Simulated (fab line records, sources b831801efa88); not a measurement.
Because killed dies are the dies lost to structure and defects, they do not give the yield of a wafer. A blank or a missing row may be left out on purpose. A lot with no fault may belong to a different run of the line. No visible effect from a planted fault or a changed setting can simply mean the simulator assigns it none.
fab line records	flow sky130
record lots=14	wafers=42	lastDay=50
route steps=708 shown VIA2@527 METAL3@535 CAPM@539
lots with no fault: from the same line, run without faults
startH: hours from the record's opening day to when the first of the lot's shown wafers began	waitH: hours since the lot's step before	" identical to the entry in the row above	L1.1+2: several wafers, shown together as one row	- no value, or no start was given	* or withheld: withheld	< > ~ a bound
route shown NAME@n: names a module that has steps shown in the file, with the first one's number in the route	usual: mean and standard deviation over wafers with no fault	same: alike in all rows	chamber/n: place in a boat	sites: readings site by site	_std_site: the standard deviation of these	_edge_site: outer sites' mean less inner sites'	radiusMm: for every site, how far away it sits from the centre of the wafer	mask NAME#n: copy n	behind: the most recent tool/chamber to have shaped the wafer	hold: what put the lot on hold/how long, in hours/how the hold closed	device: the transistor (n, p or np) that didn't switch	end of line: the same wafers' tests at the end of the route	a step without rows: its recipe alone	killed: dies that structure and defects cost at the first sort, which is not the same as the wafer's yield	map: shows each die of a wafer: x if killed, . if not, _ if none is there
set.NAME: the setting that was run; set.NAME@STEP: the one run at that earlier step	model.NAME: the simulator's own value behind a step, which no gauge read
steps of the route over a sample of lots; a table a step, a row a wafer
services: from which hour (startH, from the record's first day; less than 0 if before it) a tool's chamber was out of use, for how many hours, and why
## steps
# step SKY_VIA2_SPUTTER_20
# recipe material=TiN	targetThkNm=20	chamberPressurePa=5	powerW=4000	timeS=80
# usual throttleValvePct=30.1/1.3
lot.wafer	tool	chamber	startH	waitH	throttleValvePct
L477.3	pvdSputter-02	-	863.82	0.0	31.1
L477.4	"	-	"	"	30.9
L477.6	"	-	"	"	31.2
L481.2	pvdSputter-03	-	882.03	0.0	31.8
L481.4	"	-	"	"	28.7
L481.6	"	-	"	"	28.8
L482.3	pvdSputter-01	-	887.11	0.0	30.1
L482.5	"	-	"	"	29.5
L482.6	"	-	"	"	32.0
L484.2	pvdSputter-03	-	900.87	0.0	28.6
L484.3	"	-	"	"	28.9
L484.6	"	-	"	"	29.1
L485.2	pvdSputter-03	-	905.91	0.0	28.8
L485.5	"	-	"	"	29.0
L485.6	"	-	"	"	28.6
L486.1	pvdSputter-01	-	917.13	0.0	32.2
L486.3	"	-	"	"	30.1
L486.4	"	-	"	"	29.6
L487.4	pvdSputter-03	-	925.81	0.0	29.2
L487.5	"	-	"	"	31.6
L487.6	"	-	"	"	31.9
L488.1	pvdSputter-01	-	934.68	0.0	30.1
L488.2	"	-	"	"	29.5
L488.3	"	-	"	"	31.7
L489.1	pvdSputter-02	-	936.71	0.0	28.6
L489.3	"	-	"	"	29.9
L489.5	"	-	"	"	29.9
L492.2	pvdSputter-02	-	953.96	0.0	31.1
L492.3	"	-	"	"	30.3
L492.4	"	-	"	"	28.5
L493.1	pvdSputter-01	-	964.91	0.0	28.6
L493.3	"	-	"	"	30.0
L493.5	"	-	"	"	32.1
L497.2	pvdSputter-03	-	991.97	0.0	29.0
L497.3	"	-	"	"	28.6
L497.4	"	-	"	"	32.0
L498.2	pvdSputter-01	-	998.96	0.0	29.4
L498.5	"	-	"	"	28.1
L498.6	"	-	"	"	32.0
L500.1	pvdSputter-01	-	1007.11	0.0	29.7
L500.3	"	-	"	"	29.8
L500.6	"	-	"	"	29.5
# step SKY_METAL3_SPUTTER_03
# recipe material=Ti	targetThkNm=5	powerW=3000	timeS=3.3	chamberPressurePa=0.4
# usual throttleValvePct=30.2/1.2
lot.wafer	tool	chamber	startH	waitH	throttleValvePct
L477.3	pvdSputter-03	-	864.58	0.0	28.9
L477.4	"	-	"	"	28.8
L477.6	"	-	"	"	29.0
L481.2	pvdSputter-03	-	882.79	0.0	29.1
L481.4	"	-	"	"	32.0
L481.6	"	-	"	"	28.7
L482.3	pvdSputter-03	-	887.87	0.0	32.0
L482.5	"	-	"	"	29.1
L482.6	"	-	"	"	28.7
L484.2	pvdSputter-04	-	901.62	0.0	30.0
L484.3	"	-	"	"	29.2
L484.6	"	-	"	"	30.0
L485.2	pvdSputter-04	-	906.66	0.0	29.7
L485.5	"	-	"	"	29.9
L485.6	"	-	"	"	29.5
L486.1	pvdSputter-02	-	917.90	0.0	28.9
L486.3	"	-	"	"	31.2
L486.4	"	-	"	"	29.8
L487.4	pvdSputter-02	-	926.68	0.0	30.8
L487.5	"	-	"	"	29.6
L487.6	"	-	"	"	28.5
L488.1	pvdSputter-03	-	935.44	0.0	28.7
L488.2	"	-	"	"	31.5
L488.3	"	-	"	"	32.1
L489.1	pvdSputter-02	-	937.47	0.0	31.1
L489.3	"	-	"	"	31.0
L489.5	"	-	"	"	29.9
L492.2	pvdSputter-03	-	954.72	0.0	31.7
L492.3	"	-	"	"	29.0
L492.4	"	-	"	"	32.1
L493.1	pvdSputter-03	-	965.67	0.0	29.0
L493.3	"	-	"	"	31.6
L493.5	"	-	"	"	29.0
L497.2	pvdSputter-02	-	992.72	0.0	29.7
L497.3	"	-	"	"	30.6
L497.4	"	-	"	"	31.0
L498.2	pvdSputter-04	-	999.72	0.0	30.9
L498.5	"	-	"	"	30.6
L498.6	"	-	"	"	29.3
L500.1	pvdSputter-03	-	1007.87	0.0	31.3
L500.3	"	-	"	"	28.9
L500.6	"	-	"	"	32.0
# step SKY_CAPM_SPUTTER_02
# recipe material=TiN	targetThkNm=200	tempC=300	powerW=6500	timeS=166.7	chamberPressurePa=0.4
# usual throttleValvePct=30.1/1.1
lot.wafer	tool	chamber	startH	waitH	throttleValvePct
L477.3	pvdSputter-01	-	864.73	0.0	30.3
L477.4	"	-	"	"	29.7
L477.6	"	-	"	"	28.5
L481.2	pvdSputter-01	-	882.94	0.0	30.1
L481.4	"	-	"	"	28.3
L481.6	"	-	"	"	29.8
L482.3	pvdSputter-01	-	888.02	0.0	32.1
L482.5	"	-	"	"	29.1
L482.6	"	-	"	"	30.3
L484.2	pvdSputter-02	-	901.77	0.0	31.3
L484.3	"	-	"	"	28.6
L484.6	"	-	"	"	31.5
L485.2	pvdSputter-01	-	906.81	0.0	32.0
L485.5	"	-	"	"	32.1
L485.6	"	-	"	"	29.3
L486.1	pvdSputter-01	-	918.05	0.1	29.8
L486.3	"	-	"	"	32.1
L486.4	"	-	"	"	28.5
L487.4	pvdSputter-04	-	926.83	0.0	29.3
L487.5	"	-	"	"	30.6
L487.6	"	-	"	"	29.7
L488.1	pvdSputter-01	-	935.59	0.1	30.2
L488.2	"	-	"	"	28.3
L488.3	"	-	"	"	31.9
L489.1	pvdSputter-04	-	937.63	0.1	30.0
L489.3	"	-	"	"	29.2
L489.5	"	-	"	"	29.7
L492.2	pvdSputter-01	-	954.88	0.0	28.4
L492.3	"	-	"	"	30.2
L492.4	"	-	"	"	29.5
L493.1	pvdSputter-02	-	965.82	0.1	31.2
L493.3	"	-	"	"	29.9
L493.5	"	-	"	"	29.8
L497.2	pvdSputter-04	-	992.88	0.0	30.8
L497.3	"	-	"	"	30.6
L497.4	"	-	"	"	29.0
L498.2	pvdSputter-02	-	999.87	0.0	31.2
L498.5	"	-	"	"	31.2
L498.6	"	-	"	"	28.5
L500.1	pvdSputter-04	-	1008.03	0.1	30.8
L500.3	"	-	"	"	30.0
L500.6	"	-	"	"	30.5
# step SKY_CAPM_RS_MEAS_03
# recipe thkMeasGauge=four-point-probe	reads=TiN_of_CAPM_SPUTTER_02
# usual CAPM_TIN_RS=6.95/0.084
lot.wafer	tool	chamber	startH	waitH	CAPM_TIN_RS[ohm/sq]
L477.3	filmMetro-01	-	864.88	0.1	6.91
L477.4	"	-	"	"	7.07
L477.6	"	-	"	"	7.07
L481.2	filmMetro-03	-	883.07	0.1	6.84
L481.4	"	-	"	"	6.95
L481.6	"	-	"	"	6.85
L482.3	filmMetro-03	-	888.17	0.1	6.84
L482.5	"	-	"	"	7.09
L482.6	"	-	"	"	6.89
L484.2	filmMetro-03	-	901.90	0.1	6.94
L484.3	"	-	"	"	6.88
L484.6	"	-	"	"	7.00
L485.2	filmMetro-01	-	906.94	0.1	6.84
L485.5	"	-	"	"	6.87
L485.6	"	-	"	"	7.03
L486.1	filmMetro-01	-	918.16	0.1	7.04
L486.3	"	-	"	"	6.83
L486.4	"	-	"	"	7.01
L487.4	filmMetro-01	-	927.00	0.1	6.99
L487.5	"	-	"	"	6.91
L487.6	"	-	"	"	7.03
L488.1	filmMetro-01	-	935.70	0.1	6.85
L488.2	"	-	"	"	10.65
L488.3	"	-	"	"	6.90
L489.1	filmMetro-01	-	937.74	0.1	6.97
L489.3	"	-	"	"	7.03
L489.5	"	-	"	"	6.99
L492.2	filmMetro-01	-	955.01	0.1	10.51
L492.3	"	-	"	"	6.91
L492.4	"	-	"	"	7.08
L493.1	filmMetro-01	-	965.93	0.1	7.00
L493.3	"	-	"	"	6.95
L493.5	"	-	"	"	6.94
L497.2	filmMetro-02	-	993.01	0.1	6.98
L497.3	"	-	"	"	7.08
L497.4	"	-	"	"	7.11
L498.2	filmMetro-01	-	1000.00	0.1	7.02
L498.5	"	-	"	"	6.96
L498.6	"	-	"	"	6.92
L500.1	filmMetro-02	-	1008.14	0.1	6.99
L500.3	"	-	"	"	7.10
L500.6	"	-	"	"	7.07
# step SKY_CAPM_THK_MEAS_04
# recipe thkMeasGauge=xrf	reads=TiN_of_CAPM_SPUTTER_02
# usual CAPM_TIN_THK=197.0/2.6
lot.wafer	tool	chamber	startH	waitH	CAPM_TIN_THK[nm]
L477.3	filmMetro-01	-	864.98	0.1	198.1
L477.4	"	-	"	"	193.9
L477.6	"	-	"	"	192.1
L481.2	filmMetro-03	-	883.18	0.1	199.2
L481.4	"	-	"	"	196.9
L481.6	"	-	"	"	198.6
L482.3	filmMetro-03	-	888.27	0.1	201.2
L482.5	"	-	"	"	194.0
L482.6	"	-	"	"	199.6
L484.2	filmMetro-03	-	902.01	0.1	197.5
L484.3	"	-	"	"	200.5
L484.6	"	-	"	"	196.0
L485.2	filmMetro-01	-	907.05	0.1	199.3
L485.5	"	-	"	"	200.2
L485.6	"	-	"	"	193.7
L486.1	filmMetro-01	-	918.28	0.1	193.8
L486.3	"	-	"	"	199.1
L486.4	"	-	"	"	195.3
L487.4	filmMetro-01	-	927.09	0.1	194.7
L487.5	"	-	"	"	198.1
L487.6	"	-	"	"	193.8
L488.1	filmMetro-01	-	935.82	0.1	198.8
L488.2	"	-	"	"	148.5
L488.3	"	-	"	"	197.5
L489.1	filmMetro-01	-	937.86	0.1	195.7
L489.3	"	-	"	"	196.4
L489.5	"	-	"	"	196.6
L492.2	filmMetro-01	-	955.12	0.1	149.8
L492.3	"	-	"	"	198.3
L492.4	"	-	"	"	193.0
L493.1	filmMetro-01	-	966.05	0.1	195.1
L493.3	"	-	"	"	195.8
L493.5	"	-	"	"	196.2
L497.2	filmMetro-02	-	993.12	0.1	196.4
L497.3	"	-	"	"	194.1
L497.4	"	-	"	"	192.9
L498.2	filmMetro-01	-	1000.11	0.1	195.8
L498.5	"	-	"	"	197.1
L498.6	"	-	"	"	198.2
L500.1	filmMetro-02	-	1008.26	0.1	196.4
L500.3	"	-	"	"	192.1
L500.6	"	-	"	"	192.8
# step SKY_CAPM_OVL_MEAS_12
# usual CAPM_OVL=1.1/1.6
lot.wafer	tool	chamber	startH	waitH	CAPM_OVL[nm]
L477.3	overlay-02	-	890.36	0.1	1.2
L477.4	"	-	"	"	1.8
L477.6	"	-	"	"	1.0
L481.2	overlay-02	-	907.77	0.1	2.6
L481.4	"	-	"	"	3.1
L481.6	"	-	"	"	1.7
L482.3	overlay-01	-	913.32	0.1	1.9
L482.5	"	-	"	"	1.1
L482.6	"	-	"	"	1.3
L484.2	overlay-01	-	926.41	0.1	-1.2
L484.3	"	-	"	"	-2.6
L484.6	"	-	"	"	-1.4
L485.2	overlay-02	-	932.10	0.1	2.1
L485.5	"	-	"	"	1.0
L485.6	"	-	"	"	0.9
L486.1	overlay-02	-	942.86	0.1	-0.1
L486.3	"	-	"	"	-0.3
L486.4	"	-	"	"	0.5
L487.4	overlay-02	-	951.38	0.1	5.1
L487.5	"	-	"	"	3.5
L487.6	"	-	"	"	3.4
L488.1	overlay-02	-	959.76	0.1	-0.3
L488.2	"	-	"	"	1.7
L488.3	"	-	"	"	1.8
L489.1	overlay-02	-	961.81	0.1	-1.0
L489.3	"	-	"	"	-1.5
L489.5	"	-	"	"	1.3
L492.2	overlay-02	-	978.71	0.1	1.1
L492.3	"	-	"	"	1.0
L492.4	"	-	"	"	1.6
L493.1	overlay-02	-	989.81	0.1	0.3
L493.3	"	-	"	"	1.2
L493.5	"	-	"	"	2.3
L497.2	overlay-01	-	1016.06	0.1	2.9
L497.3	"	-	"	"	1.6
L497.4	"	-	"	"	1.6
L498.2	overlay-02	-	1022.76	0.1	1.9
L498.5	"	-	"	"	1.6
L498.6	"	-	"	"	1.7
L500.1	overlay-01	-	1031.01	0.1	1.3
L500.3	"	-	"	"	1.5
L500.6	"	-	"	"	1.4
# step SKY_CAPM_METAL_ETCH_13
# recipe targetDepthNm=220	stopOn=SiO2	chemistry=Cl2/BCl3	target=TiN	pressureMtorr=10	icpW=900	biasW=48.5	Cl2_flow_sccm=60	bcl3FlowSccm=30	timeS=62.9
# usual bcl3FlowSccm=30.01/0.085	drypumpMotorCurrentA=5.2/0.39	oesProductAu=0.937/0.0083	throttleValvePct=21.904/0.0094
lot.wafer	tool	chamber	startH	waitH	bcl3FlowSccm	drypumpMotorCurrentA	oesProductAu	rfHoursCounterH	throttleValvePct
L477.3	rieMetal-01	0	890.41	0.0	29.96	5.0	0.944	-	21.904
L477.4	"	1	"	"	30.09	5.7	0.931	-	21.902
L477.6	"	1	"	"	30.00	5.6	0.932	-	21.916
L481.2	rieMetal-04	0	907.80	0.0	30.01	4.7	0.952	3	21.903
L481.4	"	0	"	"	29.82	4.7	0.934	-	21.892
L481.6	"	1	"	"	30.01	5.2	0.954	-	21.894
L482.3	rieMetal-01	1	913.37	0.0	30.09	5.7	0.942	-	21.894
L482.5	"	0	"	"	30.01	5.0	0.919	-	21.919
L482.6	"	1	"	"	30.07	5.6	0.943	-	21.917
L484.2	rieMetal-04	0	926.44	0.0	29.95	4.7	0.938	4	21.914
L484.3	"	0	"	"	30.00	4.7	0.940	-	21.899
L484.6	"	0	"	"	29.98	4.7	0.936	-	21.912
L485.2	rieMetal-01	0	932.13	0.0	30.00	5.0	0.947	10	21.898
L485.5	"	0	"	"	29.82	5.0	0.951	-	21.907
L485.6	"	1	"	"	29.91	5.7	0.934	-	21.912
L486.1	rieMetal-04	0	942.89	0.0	30.09	4.7	0.927	5	21.911
L486.3	"	0	"	"	29.97	4.7	0.951	-	21.901
L486.4	"	1	"	"	30.00	5.2	0.933	-	21.914
L487.4	rieMetal-01	0	951.42	0.0	29.94	5.0	0.932	-	21.914
L487.5	"	1	"	"	29.92	5.6	0.941	-	21.903
L487.6	"	0	"	"	29.95	5.0	0.932	-	21.900
L488.1	rieMetal-01	0	959.80	0.0	30.17	5.0	0.949	11	21.888
L488.2	"	1	"	"	30.00	5.7	0.803	14	21.991
L488.3	"	0	"	"	30.06	5.0	0.939	-	21.898
L489.1	rieMetal-02	1	961.85	0.0	30.02	6.0	0.932	15	21.906
L489.3	"	0	"	"	29.94	5.2	0.946	-	21.910
L489.5	"	1	"	"	30.10	6.0	0.937	-	21.896
L492.2	rieMetal-04	0	978.74	0.0	29.86	4.7	0.794	7	21.984
L492.3	"	1	"	"	29.94	5.2	0.938	-	21.910
L492.4	"	0	"	"	30.05	4.7	0.934	-	21.908
L493.1	rieMetal-04	0	989.84	0.0	30.03	4.7	0.937	7	21.895
L493.3	"	1	"	"	29.84	5.2	0.948	-	21.896
L493.5	"	1	"	"	29.95	5.2	0.938	-	21.896
L497.2	rieMetal-01	0	1016.12	0.0	29.99	5.0	0.928	-	21.911
L497.3	"	0	"	"	30.20	5.0	0.926	-	21.904
L497.4	"	0	"	"	29.98	5.0	0.925	-	21.918
L498.2	rieMetal-04	1	1022.79	0.0	30.08	5.2	0.929	18	21.916
L498.5	"	0	"	"	29.89	4.7	0.938	-	21.910
L498.6	"	1	"	"	30.20	5.2	0.941	-	21.897
L500.1	rieMetal-01	1	1031.05	0.0	30.02	5.7	0.930	17	21.914
L500.3	"	1	"	"	30.11	5.6	0.919	-	21.916
L500.6	"	1	"	"	30.03	5.6	0.929	-	21.905
## services
tool	chamber	startH	hours	kind
rieMetal-02	-	850.68	2.8	pm
rieMetal-02	-	861.81	0.9	repair
rieMetal-01	1	868.39	1.6	repair
pvdSputter-03	0	872.01	-	consumableReplace:kit
pvdSputter-03	0	872.01	18.0	scheduledDown
pvdSputter-03	0	872.01	18.0	ventCycle
rieMetal-02	-	872.82	1.4	pm
pvdSputter-04	-	879.10	2.1	repair
pvdSputter-04	3	883.22	-	consumableReplace:kit
pvdSputter-04	3	883.22	18.0	scheduledDown
pvdSputter-01	-	924.37	6.0	repair
pvdSputter-02	-	931.45	1.9	repair
pvdSputter-01	-	941.47	0.8	repair
pvdSputter-02	-	966.21	5.3	repair
pvdSputter-02	1	999.98	-	consumableReplace:kit
pvdSputter-02	1	999.98	18.0	scheduledDown
pvdSputter-02	1	999.98	18.0	ventCycle
pvdSputter-02	-	1003.37	0.8	repair
pvdSputter-03	3	1004.97	-	consumableReplace:kit
pvdSputter-03	3	1004.97	18.0	scheduledDown
pvdSputter-03	3	1004.97	18.0	ventCycle
rieMetal-01	1	1005.90	12.0	repair
pvdSputter-03	-	1018.12	6.7	repair
pvdSputter-01	-	1025.49	2.4	repair
## key
firstSign step=SKY_CAPM_RS_MEAS_03	reading=CAPM_TIN_RS	direction=up	sigmas=43	usual=6.95	struck=10.58
effect step=SKY_CAPM_THK_MEAS_04	reading=CAPM_TIN_THK	direction=down	sigmas=19	usual=197.0	struck=149.2
effect step=SKY_CAPM_METAL_ETCH_13	reading=oesProductAu	direction=down	sigmas=17	usual=0.937	struck=0.799
metAt SKY_CAPM_SPUTTER_02
struckLots L488,L492
struckWafers L488.2,L492.2
sortLeftOut L492.2
notActingAt SKY_VIA2_SPUTTER_20,SKY_METAL3_SPUTTER_03,SKY_CAPM_OVL_MEAS_12
onsetBetween 918.05 935.59
fault kind=siteProfileDrift	tool=pvdSputter-01	chamber=-	onsetH=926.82	steps=SKY_CAPM_SPUTTER_02	basis=fraction	maxAbsDrift=0.515	slopeSharePerHr=114.44	sitePattern=0,0,0,0,0,-1,-1,-1,-1	scope=struckWafersOnly
# sortLeftOut: the simulated sort isn't trusted on such a fault, so these wafers' sort isn't shown, and their yield isn't known
